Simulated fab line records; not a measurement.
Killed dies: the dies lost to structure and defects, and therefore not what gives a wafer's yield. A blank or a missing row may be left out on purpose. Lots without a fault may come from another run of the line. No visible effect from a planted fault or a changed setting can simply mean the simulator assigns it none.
fab line records    flow gf180mcu
record: lots: 24  wafers: 72  lastDay: 34
route steps=602 shown V2@396 V3@430 V4@498 M5@537
lots that met no fault: from a run of the same line without faults
startH: start of the lot's first displayed wafer, in hours after the record's first day    waitH: how many hours have passed since the lot's step before this one    " repeats the value in the row above    L1.1+2: several wafers, shown together as one row    - value missing, or start not given    * or withheld: withheld    < > ~ a bound
route shown NAME@n: a module of which the file shows steps, and the number in the route of the first    usual: mean/standard deviation taken from wafers without a fault    same: alike in all rows    chamber/n: place in a boat    sites: the reading at each site    _std_site: how widely they spread, as a standard deviation    _edge_site: outer sites' mean less inner sites'    radiusMm: how far each site lies from the wafer's centre    mask NAME#n: copy n    behind: the most recent tool/chamber to have shaped the wafer    hold: the reason the lot was held/the length of the hold in hours/how it ended    device: the transistor (n, p or np) that didn't switch    end of line: at the end of the route, the tests of the same wafers    step lacking rows: just its recipe    killed: not the wafer's yield, but the dies lost to structure and defects at the first sort    map: a wafer's dies, x killed, . not, _ none there
set.NAME: the setting the step ran with; set.NAME@STEP: the setting that earlier step ran with    model.NAME: the simulator's own value behind a step, which no gauge read
steps of the route over a sample of lots; a table a step, a row a wafer
services: the hour from which a tool's chamber was out of use, counted from the record's first day as startH (under 0 if before that day), plus the number of hours and why
== steps ==
step: GF_V2_CD_MEAS_14
recipe: targetCdNm: 260
usual: cdNm: 260.4/1.3
lot.wafer  tool      chamber  startH  waitH  cdNm
L074.2     cdSem-02  -        471.10  0.1    260.4
L074.3     "         -        "       "      260.5
L074.5     "         -        "       "      259.5
L075.1     cdSem-01  -        483.38  0.1    261.4
L075.2     "         -        "       "      260.5
L075.3     "         -        "       "      261.9
L076.1     cdSem-01  -        487.11  0.1    262.5
L076.3     "         -        "       "      262.9
L076.6     "         -        "       "      262.7
L077.2     cdSem-02  -        498.33  0.1    261.7
L077.5     "         -        "       "      261.4
L077.6     "         -        "       "      261.1
L078.2     cdSem-01  -        504.10  0.1    259.8
L078.3     "         -        "       "      262.4
L078.6     "         -        "       "      261.6
L079.3     cdSem-01  -        513.82  0.1    259.2
L079.5     "         -        "       "      260.7
L079.6     "         -        "       "      259.2
L080.3     cdSem-01  -        520.61  0.1    260.0
L080.4     "         -        "       "      260.7
L080.6     "         -        "       "      258.8
L081.3     cdSem-02  -        525.57  0.1    260.1
L081.4     "         -        "       "      261.3
L081.6     "         -        "       "      261.1
L082.3     cdSem-02  -        540.76  0.1    260.7
L082.4     "         -        "       "      260.3
L082.6     "         -        "       "      260.2
L083.1     cdSem-02  -        547.32  0.1    258.0
L083.2     "         -        "       "      258.4
L083.3     "         -        "       "      259.0
L084.1     cdSem-01  -        551.67  0.1    258.9
L084.3     "         -        "       "      258.2
L084.4     "         -        "       "      258.4
L085.1     cdSem-01  -        564.02  0.1    258.8
L085.5     "         -        "       "      259.9
L085.6     "         -        "       "      258.6
L086.1     cdSem-01  -        567.56  0.1    259.7
L086.3     "         -        "       "      260.8
L086.5     "         -        "       "      259.6
L087.2     cdSem-01  -        579.08  0.1    259.0
L087.4     "         -        "       "      260.2
L087.5     "         -        "       "      261.1
L088.3     cdSem-01  -        586.26  0.2    260.4
L088.4     "         -        "       "      261.7
L088.6     "         -        "       "      261.5
L089.2     cdSem-02  -        589.38  0.1    260.8
L089.4     "         -        "       "      261.2
L089.5     "         -        "       "      260.2
L090.1     cdSem-02  -        597.17  0.1    261.0
L090.3     "         -        "       "      262.0
L090.4     "         -        "       "      261.0
L091.1     cdSem-01  -        606.52  0.1    259.9
L091.4     "         -        "       "      260.0
L091.5     "         -        "       "      258.4
L092.4     cdSem-01  -        611.92  0.1    258.9
L092.5     "         -        "       "      258.8
L092.6     "         -        "       "      259.8
L093.2     cdSem-02  -        622.98  0.1    260.5
L093.3     "         -        "       "      259.6
L093.6     "         -        "       "      259.8
L094.4     cdSem-01  -        626.78  0.1    262.5
L094.5     "         -        "       "      263.1
L094.6     "         -        "       "      261.8
L095.1     cdSem-01  -        633.27  0.1    259.7
L095.3     "         -        "       "      261.0
L095.6     "         -        "       "      260.3
L096.1     cdSem-02  -        639.79  0.2    260.1
L096.3     "         -        "       "      260.1
L096.4     "         -        "       "      260.2
L097.1     cdSem-02  -        648.08  0.1    259.8
L097.2     "         -        "       "      259.7
L097.5     "         -        "       "      258.8
step: GF_V3_THK_MEAS_01
recipe: reads: SiO2_of_V3_CVD_00
usual: V3_CVD_00_THK: 602/7
lot.wafer  tool          chamber  startH  waitH  V3_CVD_00_THK[nm]
L074.2     filmMetro-04  -        497.94  0.0    594
L074.3     "             -        "       "      590
L074.5     "             -        "       "      591
L075.1     filmMetro-02  -        509.58  0.0    607
L075.2     "             -        "       "      599
L075.3     "             -        "       "      600
L076.1     filmMetro-04  -        513.35  0.0    610
L076.3     "             -        "       "      598
L076.6     "             -        "       "      595
L077.2     filmMetro-04  -        524.26  0.0    606
L077.5     "             -        "       "      599
L077.6     "             -        "       "      604
L078.2     filmMetro-03  -        529.83  0.0    589
L078.3     "             -        "       "      592
L078.6     "             -        "       "      589
L079.3     filmMetro-04  -        540.56  0.1    600
L079.5     "             -        "       "      596
L079.6     "             -        "       "      605
L080.3     filmMetro-02  -        546.30  0.1    604
L080.4     "             -        "       "      593
L080.6     "             -        "       "      610
L081.3     filmMetro-02  -        550.71  0.1    603
L081.4     "             -        "       "      603
L081.6     "             -        "       "      598
L082.3     filmMetro-02  -        565.72  0.1    609
L082.4     "             -        "       "      607
L082.6     "             -        "       "      611
L083.1     filmMetro-02  -        571.97  0.0    602
L083.2     "             -        "       "      591
L083.3     "             -        "       "      599
L084.1     filmMetro-03  -        576.17  0.0    606
L084.3     "             -        "       "      599
L084.4     "             -        "       "      608
L085.1     filmMetro-02  -        587.48  0.0    619
L085.5     "             -        "       "      618
L085.6     "             -        "       "      618
L086.1     filmMetro-04  -        591.77  0.0    608
L086.3     "             -        "       "      599
L086.5     "             -        "       "      612
L087.2     filmMetro-02  -        603.01  0.0    592
L087.4     "             -        "       "      589
L087.5     "             -        "       "      587
L088.3     filmMetro-04  -        610.10  0.1    599
L088.4     "             -        "       "      611
L088.6     "             -        "       "      599
L089.2     filmMetro-02  -        613.54  0.0    602
L089.4     "             -        "       "      594
L089.5     "             -        "       "      599
L090.1     filmMetro-03  -        620.73  0.0    604
L090.3     "             -        "       "      605
L090.4     "             -        "       "      603
L091.1     filmMetro-03  -        629.75  0.0    603
L091.4     "             -        "       "      598
L091.5     "             -        "       "      597
L092.4     filmMetro-03  -        634.60  0.0    601
L092.5     "             -        "       "      603
L092.6     "             -        "       "      597
L093.2     filmMetro-02  -        646.16  0.0    598
L093.3     "             -        "       "      600
L093.6     "             -        "       "      608
L094.4     filmMetro-02  -        649.93  0.0    607
L094.5     "             -        "       "      602
L094.6     "             -        "       "      610
L095.1     filmMetro-03  -        656.14  0.0    597
L095.3     "             -        "       "      601
L095.6     "             -        "       "      609
L096.1     filmMetro-02  -        662.79  0.0    598
L096.3     "             -        "       "      594
L096.4     "             -        "       "      602
L097.1     filmMetro-02  -        670.02  0.0    608
L097.2     "             -        "       "      607
L097.5     "             -        "       "      603
step: GF_V3_CVD_02
recipe: material: SiO2  targetThkNm: 850  precursor: TEOS  tempC: 400  timeS: 94.851  rfW: 600
usual: heaterPowerW: 682/98
same: timeS: 94.851
lot.wafer  tool      chamber  startH  waitH  heaterPowerW  sinceWetCleanH
L074.2     pecvd-02  1        497.99  0.0    795           532
L074.3     "         2        "       "      737           532
L074.5     "         0        "       "      712           -
L075.1     pecvd-04  2        509.64  0.1    577           335
L075.2     "         0        "       "      778           335
L075.3     "         1        "       "      771           335
L076.1     pecvd-04  0        513.41  0.1    821           339
L076.3     "         1        "       "      794           339
L076.6     "         1        "       "      827           -
L077.2     pecvd-03  0        524.31  0.0    620           141
L077.5     "         0        "       "      703           -
L077.6     "         2        "       "      618           -
L078.2     pecvd-03  2        529.88  0.0    634           147
L078.3     "         0        "       "      735           147
L078.6     "         2        "       "      676           -
L079.3     pecvd-02  2        540.60  0.0    751           574
L079.5     "         2        "       "      627           -
L079.6     "         1        "       "      799           -
L080.3     pecvd-03  0        546.34  0.0    726           163
L080.4     "         1        "       "      516           -
L080.6     "         2        "       "      756           -
L081.3     pecvd-03  1        550.75  0.0    638           168
L081.4     "         2        "       "      676           -
L081.6     "         1        "       "      517           -
L082.3     pecvd-02  0        565.76  0.0    725           599
L082.4     "         2        "       "      600           -
L082.6     "         1        "       "      800           -
L083.1     pecvd-02  0        572.03  0.1    644           606
L083.2     "         2        "       "      746           606
L083.3     "         1        "       "      761           606
L084.1     pecvd-04  1        576.23  0.1    715           402
L084.3     "         2        "       "      496           402
L084.4     "         2        "       "      545           -
L085.1     pecvd-04  2        587.54  0.1    546           413
L085.5     "         0        "       "      739           -
L085.6     "         2        "       "      581           -
L086.1     pecvd-03  0        591.83  0.1    623           209
L086.3     "         2        "       "      633           209
L086.5     "         2        "       "      700           -
L087.2     pecvd-02  2        603.06  0.0    728           637
L087.4     "         1        "       "      717           -
L087.5     "         2        "       "      740           -
L088.3     pecvd-02  1        610.18  0.1    643           -
L088.4     "         0        "       "      571           -
L088.6     "         0        "       "      626           -
L089.2     pecvd-04  0        613.59  0.0    805           439
L089.4     "         2        "       "      456           -
L089.5     "         1        "       "      793           -
L090.1     pecvd-04  2        620.79  0.1    572           446
L090.3     "         0        "       "      780           446
L090.4     "         2        "       "      445           -
L091.1     pecvd-04  0        629.81  0.1    696           455
L091.4     "         1        "       "      669           -
L091.5     "         0        "       "      747           -
L092.4     pecvd-03  1        634.67  0.1    619           -
L092.5     "         0        "       "      785           -
L092.6     "         2        "       "      740           -
L093.2     pecvd-04  1        646.21  0.0    710           472
L093.3     "         2        "       "      491           472
L093.6     "         1        "       "      772           -
L094.4     pecvd-04  0        649.99  0.1    830           -
L094.5     "         1        "       "      641           -
L094.6     "         2        "       "      568           -
L095.1     pecvd-03  2        656.20  0.1    721           273
L095.3     "         0        "       "      723           273
L095.6     "         0        "       "      756           -
L096.1     pecvd-04  0        662.85  0.1    746           488
L096.3     "         2        "       "      483           488
L096.4     "         1        "       "      732           -
L097.1     pecvd-03  2        670.08  0.1    758           287
L097.2     "         0        "       "      769           287
L097.5     "         2        "       "      764           -
step: GF_V3_RS_MEAS_24
recipe: thkMeasGauge: four-point-probe  reads: W_of_V3_CVD_23+TiN_of_V3_SPUTTER_22+Ti_of_V3_SPUTTER_21
usual: V3_W_RS: 0.3298/0.0028
lot.wafer  tool          chamber  startH  waitH  V3_W_RS[ohm/sq]
L074.2     filmMetro-03  -        523.07  0.1    0.3297
L074.3     "             -        "       "      0.3312
L074.5     "             -        "       "      0.3296
L075.1     filmMetro-03  -        534.66  0.1    0.3264
L075.2     "             -        "       "      0.3331
L075.3     "             -        "       "      0.3307
L076.1     filmMetro-03  -        539.14  0.1    0.3271
L076.3     "             -        "       "      0.3319
L076.6     "             -        "       "      0.3273
L077.2     filmMetro-02  -        549.01  0.1    0.3313
L077.5     "             -        "       "      0.3290
L077.6     "             -        "       "      0.3276
L078.2     filmMetro-04  -        554.61  0.1    0.3311
L078.3     "             -        "       "      0.3248
L078.6     "             -        "       "      0.3271
L079.3     filmMetro-02  -        564.58  0.1    0.3276
L079.5     "             -        "       "      0.3282
L079.6     "             -        "       "      0.3292
L080.3     filmMetro-04  -        570.16  0.1    0.3300
L080.4     "             -        "       "      0.3308
L080.6     "             -        "       "      0.3304
L081.3     filmMetro-04  -        574.06  0.1    0.3273
L081.4     "             -        "       "      0.3328
L081.6     "             -        "       "      0.3320
L082.3     filmMetro-04  -        588.97  0.1    0.3354
L082.4     "             -        "       "      0.3320
L082.6     "             -        "       "      0.3321
L083.1     filmMetro-02  -        594.46  0.1    0.3279
L083.2     "             -        "       "      0.3298
L083.3     "             -        "       "      0.3318
L084.1     filmMetro-02  -        598.86  0.1    0.3261
L084.3     "             -        "       "      0.3304
L084.4     "             -        "       "      0.3302
L085.1     filmMetro-03  -        610.36  0.1    0.3297
L085.5     "             -        "       "      0.3292
L085.6     "             -        "       "      0.3300
L086.1     filmMetro-03  -        614.23  0.1    0.3290
L086.3     "             -        "       "      0.3314
L086.5     "             -        "       "      0.3286
L087.2     filmMetro-02  -        625.65  0.1    0.3267
L087.4     "             -        "       "      0.3289
L087.5     "             -        "       "      0.3252
L088.3     filmMetro-04  -        632.15  0.1    0.3306
L088.4     "             -        "       "      0.3297
L088.6     "             -        "       "      0.3274
L089.2     filmMetro-03  -        635.18  0.1    0.3321
L089.4     "             -        "       "      0.3330
L089.5     "             -        "       "      0.3242
L090.1     filmMetro-03  -        642.89  0.1    0.3310
L090.3     "             -        "       "      0.3273
L090.4     "             -        "       "      0.3294
L091.1     filmMetro-02  -        651.81  0.1    0.3294
L091.4     "             -        "       "      0.3307
L091.5     "             -        "       "      0.3282
L092.4     filmMetro-02  -        655.67  0.1    0.3243
L092.5     "             -        "       "      0.3293
L092.6     "             -        "       "      0.3296
L093.2     filmMetro-04  -        667.34  0.1    0.3284
L093.3     "             -        "       "      0.3295
L093.6     "             -        "       "      0.3347
L094.4     filmMetro-04  -        671.21  0.1    0.3354
L094.5     "             -        "       "      0.3409
L094.6     "             -        "       "      0.3344
L095.1     filmMetro-02  -        676.78  0.1    0.3310
L095.3     "             -        "       "      0.3321
L095.6     "             -        "       "      0.3308
L096.1     filmMetro-02  -        683.81  0.1    0.3264
L096.3     "             -        "       "      0.3295
L096.4     "             -        "       "      0.3234
L097.1     filmMetro-02  -        690.83  0.1    0.3301
L097.2     "             -        "       "      0.3344
L097.5     "             -        "       "      0.3313
step: GF_V4_SPUTTER_22
recipe: material: TiN  targetThkNm: 10  chamberPressurePa: 5  powerW: 4000  timeS: 40
usual: throttleValvePct: 30.0/0.71
same: timeS: 40
lot.wafer  tool           chamber  startH  waitH  throttleValvePct
L074.2     pvdSputter-02  -        571.25  0.0    29.3
L074.3     "              -        "       "      29.3
L074.5     "              -        "       "      29.5
L075.1     pvdSputter-04  -        581.95  0.0    29.5
L075.2     "              -        "       "      31.0
L075.3     "              -        "       "      29.7
L076.1     pvdSputter-02  -        586.15  0.0    30.6
L076.3     "              -        "       "      29.6
L076.6     "              -        "       "      30.7
L077.2     pvdSputter-03  -        595.40  0.0    29.0
L077.5     "              -        "       "      29.3
L077.6     "              -        "       "      31.1
L078.2     pvdSputter-03  -        600.55  0.0    31.0
L078.3     "              -        "       "      29.5
L078.6     "              -        "       "      29.6
L079.3     pvdSputter-02  -        609.47  0.0    30.4
L079.5     "              -        "       "      30.6
L079.6     "              -        "       "      29.6
L080.3     pvdSputter-04  -        616.00  0.0    29.5
L080.4     "              -        "       "      29.9
L080.6     "              -        "       "      29.9
L081.3     pvdSputter-03  -        619.79  0.0    31.1
L081.4     "              -        "       "      29.4
L081.6     "              -        "       "      29.7
L082.3     pvdSputter-02  -        633.25  0.0    30.7
L082.4     "              -        "       "      29.6
L082.6     "              -        "       "      30.6
L083.1     pvdSputter-03  -        639.05  0.0    29.4
L083.2     "              -        "       "      28.9
L083.3     "              -        "       "      29.8
L084.1     pvdSputter-04  -        643.19  0.0    31.2
L084.3     "              -        "       "      29.7
L084.4     "              -        "       "      29.9
L085.1     pvdSputter-04  -        653.90  0.0    30.0
L085.5     "              -        "       "      30.3
L085.6     "              -        "       "      29.6
L086.1     pvdSputter-03  -        657.98  0.0    29.9
L086.3     "              -        "       "      30.9
L086.5     "              -        "       "      31.3
L087.2     pvdSputter-03  -        668.64  0.0    29.1
L087.4     "              -        "       "      29.7
L087.5     "              -        "       "      29.6
L088.3     pvdSputter-03  -        674.74  0.0    31.0
L088.4     "              -        "       "      29.8
L088.6     "              -        "       "      29.5
L089.2     pvdSputter-03  -        677.66  0.0    29.0
L089.4     "              -        "       "      31.0
L089.5     "              -        "       "      29.4
L090.1     pvdSputter-03  -        684.52  0.0    29.7
L090.3     "              -        "       "      29.7
L090.4     "              -        "       "      31.1
L091.1     pvdSputter-02  -        693.09  0.0    30.7
L091.4     "              -        "       "      29.7
L091.5     "              -        "       "      29.8
L092.4     pvdSputter-04  -        696.70  0.0    30.4
L092.5     "              -        "       "      30.1
L092.6     "              -        "       "      31.2
L093.2     pvdSputter-04  -        708.01  0.0    30.1
L093.3     "              -        "       "      29.5
L093.6     "              -        "       "      31.0
L094.4     pvdSputter-02  -        711.65  0.0    29.4
L094.5     "              -        "       "      29.0
L094.6     "              -        "       "      30.0
L095.1     pvdSputter-03  -        716.76  0.0    29.4
L095.3     "              -        "       "      29.2
L095.6     "              -        "       "      29.3
L096.1     pvdSputter-02  -        723.26  0.0    30.6
L096.3     "              -        "       "      29.4
L096.4     "              -        "       "      29.7
L097.1     pvdSputter-03  -        730.24  0.0    31.1
L097.2     "              -        "       "      29.1
L097.5     "              -        "       "      31.5
step: GF_M5_STRIP_11
recipe: chemistry: O2/N2  powerW: 1400  pressureMtorr: 1500  platenTempC: 250  o2FlowSccm: 3000  n2FlowSccm: 300  overashFraction: 0.5
usual: drypumpMotorCurrentA: 5.8/0.63  heaterPowerW: 344/24  o2FlowSccm: 3000/8.5  oesProductAu: 0.543/0.0051  stripTimeToEndpointS: 7.51/0.039
lot.wafer  tool            chamber  startH  waitH  drypumpMotorCurrentA  heaterPowerW  o2FlowSccm  oesProductAu  rfHoursCounterH  stripTimeToEndpointS
L074.2     plasmaAsher-03  1        615.76  0.1    5.9                   332           2994        0.542         18               7.50
L074.3     "               1        "       "      5.9                   331           2997        0.537         -                7.51
L074.5     "               1        "       "      5.9                   336           3006        0.548         -                7.48
L075.1     plasmaAsher-04  0        625.54  0.1    6.7                   333           2988        0.537         100              7.49
L075.2     "               1        "       "      5.3                   309           2995        0.545         100              7.47
L075.3     "               1        "       "      5.3                   314           2993        0.533         -                7.46
L076.1     plasmaAsher-02  1        629.09  0.1    6.2                   376           3010        0.548         55               7.50
L076.3     "               1        "       "      6.2                   378           3001        0.537         -                7.52
L076.6     "               0        "       "      5.0                   353           3009        0.540         -                7.49
L077.2     plasmaAsher-04  1        637.74  0.1    5.3                   308           3004        0.537         101              7.46
L077.5     "               1        "       "      5.3                   304           2991        0.545         -                7.46
L077.6     "               0        "       "      6.7                   345           3000        0.548         -                7.53
L078.2     plasmaAsher-04  0        642.92  0.1    6.7                   342           3022        0.546         102              7.49
L078.3     "               0        "       "      6.7                   346           3000        0.546         -                7.44
L078.6     "               1        "       "      5.3                   311           2998        0.552         -                7.57
L079.3     plasmaAsher-02  1        651.79  0.1    6.2                   379           3003        0.546         -                7.53
L079.5     "               1        "       "      6.2                   374           3000        0.543         -                7.52
L079.6     "               0        "       "      5.1                   363           3006        0.534         -                7.44
L080.3     plasmaAsher-02  0        657.52  0.1    5.1                   334           3004        0.550         -                7.44
L080.4     "               1        "       "      6.3                   381           2996        0.540         -                7.51
L080.6     "               1        "       "      6.2                   383           3003        0.540         -                7.53
L081.3     plasmaAsher-02  1        662.15  0.1    6.3                   383           2995        0.539         -                7.48
L081.4     "               0        "       "      5.1                   341           2991        0.549         -                7.51
L081.6     "               0        "       "      5.0                   361           2999        0.547         -                7.52
L082.3     plasmaAsher-03  0        673.47  0.1    5.3                   346           2991        0.542         -                7.53
L082.4     "               1        "       "      5.9                   337           3012        0.556         -                7.56
L082.6     "               1        "       "      5.9                   315           2997        0.543         -                7.56
L083.1     plasmaAsher-03  1        679.26  0.1    5.9                   324           3004        0.536         24               7.54
L083.2     "               0        "       "      5.3                   347           3001        0.537         24               7.49
L083.3     "               0        "       "      5.3                   338           3010        0.546         -                7.53
L084.1     plasmaAsher-02  1        684.37  0.2    6.2                   371           3009        0.536         61               7.46
L084.3     "               1        "       "      6.2                   379           3016        0.540         -                7.40
L084.4     "               0        "       "      5.1                   359           3002        0.540         -                7.47
L085.1     plasmaAsher-04  1        693.86  0.1    5.3                   312           3009        0.535         108              7.44
L085.5     "               1        "       "      5.3                   306           3009        0.545         -                7.52
L085.6     "               0        "       "      6.7                   338           3004        0.538         -                7.49
L086.1     plasmaAsher-02  0        697.84  0.1    5.1                   349           3007        0.537         62               7.52
L086.3     "               1        "       "      6.2                   389           3010        0.539         -                7.51
L086.5     "               0        "       "      5.1                   354           2992        0.545         -                7.55
L087.2     plasmaAsher-03  1        708.21  0.1    5.9                   335           3013        0.547         28               7.49
L087.4     "               1        "       "      5.9                   326           3003        0.529         -                7.49
L087.5     "               0        "       "      5.3                   344           2989        0.554         -                7.53
L088.3     plasmaAsher-02  0        714.37  0.1    5.0                   363           3000        0.547         -                7.51
L088.4     "               1        "       "      6.2                   375           2991        0.542         -                7.55
L088.6     "               0        "       "      5.0                   348           2985        0.552         -                7.49
L089.2     plasmaAsher-02  0        716.79  0.1    5.1                   349           2994        0.541         64               7.55
L089.4     "               0        "       "      5.1                   346           3008        0.545         -                7.54
L089.5     "               0        "       "      5.1                   360           2992        0.541         -                7.52
L090.1     plasmaAsher-02  0        723.01  0.1    5.1                   361           3019        0.548         65               7.54
L090.3     "               1        "       "      6.2                   357           3007        0.546         -                7.51
L090.4     "               0        "       "      5.0                   353           2991        0.538         -                7.60
L091.1     plasmaAsher-02  1        731.17  0.2    6.3                   383           2997        0.543         66               7.55
L091.4     "               0        "       "      5.1                   348           3001        0.553         -                7.54
L091.5     "               1        "       "      6.3                   370           2998        0.550         -                7.57
L092.4     plasmaAsher-04  0        733.67  0.1    6.7                   348           2997        0.545         -                7.48
L092.5     "               0        "       "      6.7                   343           3009        0.541         -                7.49
L092.6     "               1        "       "      5.3                   310           2998        0.549         -                7.53
L093.2     plasmaAsher-02  1        745.21  0.1    6.2                   367           3011        0.543         67               7.51
L093.3     "               0        "       "      5.1                   353           2991        0.541         -                7.48
L093.6     "               0        "       "      5.0                   358           2999        0.542         -                7.51
L094.4     plasmaAsher-04  1        747.00  0.1    5.3                   302           3011        0.544         -                7.53
L094.5     "               0        "       "      6.7                   330           2989        0.544         -                7.51
L094.6     "               1        "       "      5.3                   306           3012        0.537         -                7.53
L095.1     plasmaAsher-04  0        752.35  0.2    6.7                   335           3003        0.530         1                7.51
L095.3     "               1        "       "      5.3                   300           2989        0.541         -                7.51
L095.6     "               1        "       "      5.3                   298           2995        0.540         -                7.51
L096.1     plasmaAsher-04  1        758.45  0.2    5.3                   304           3007        0.541         2                7.53
L096.3     "               1        "       "      5.3                   297           2995        0.551         -                7.50
L096.4     "               0        "       "      6.7                   332           2998        0.543         -                7.54
L097.1     plasmaAsher-04  1        764.56  0.1    5.3                   296           2998        0.551         2                7.61
L097.2     "               0        "       "      6.8                   341           2985        0.539         2                7.54
L097.5     "               1        "       "      5.3                   306           3006        0.539         -                7.60
== services ==
tool            chamber  startH  hours  kind
pvdSputter-03   -        501.47  1.7    repair
pecvd-04        -        519.64  5.5    pm
plasmaAsher-04  -        528.45  4.1    repair
pvdSputter-02   -        550.65  3.0    repair
pecvd-02        -        555.76  6.0    pm
pecvd-03        -        559.13  2.8    pm
pecvd-04        -        564.99  1.2    repair
pvdSputter-04   -        572.64  8.5    repair
pvdSputter-02   -        576.99  2.1    repair
pecvd-04        -        577.50  4.0    repair
pecvd-02        2        605.59  8.6    repair
plasmaAsher-04  -        606.53  10.3   pm
pecvd-04        -        607.37  5.0    repair
pvdSputter-02   -        617.85  9.5    repair
pecvd-03        2        636.28  4.1    repair
pecvd-02        2        637.14  11.8   repair
plasmaAsher-02  -        691.42  0.8    repair
pecvd-02        -        692.28  2.4    repair
pecvd-02        0        696.40  5.9    repair
plasmaAsher-02  -        707.43  2.8    pm
pvdSputter-03   3        709.05  -      consumableReplace:kit
pvdSputter-03   3        709.05  18.0   scheduledDown
plasmaAsher-04  -        733.75  9.0    pm
pecvd-03        -        763.31  3.4    repair
== key ==
fault none
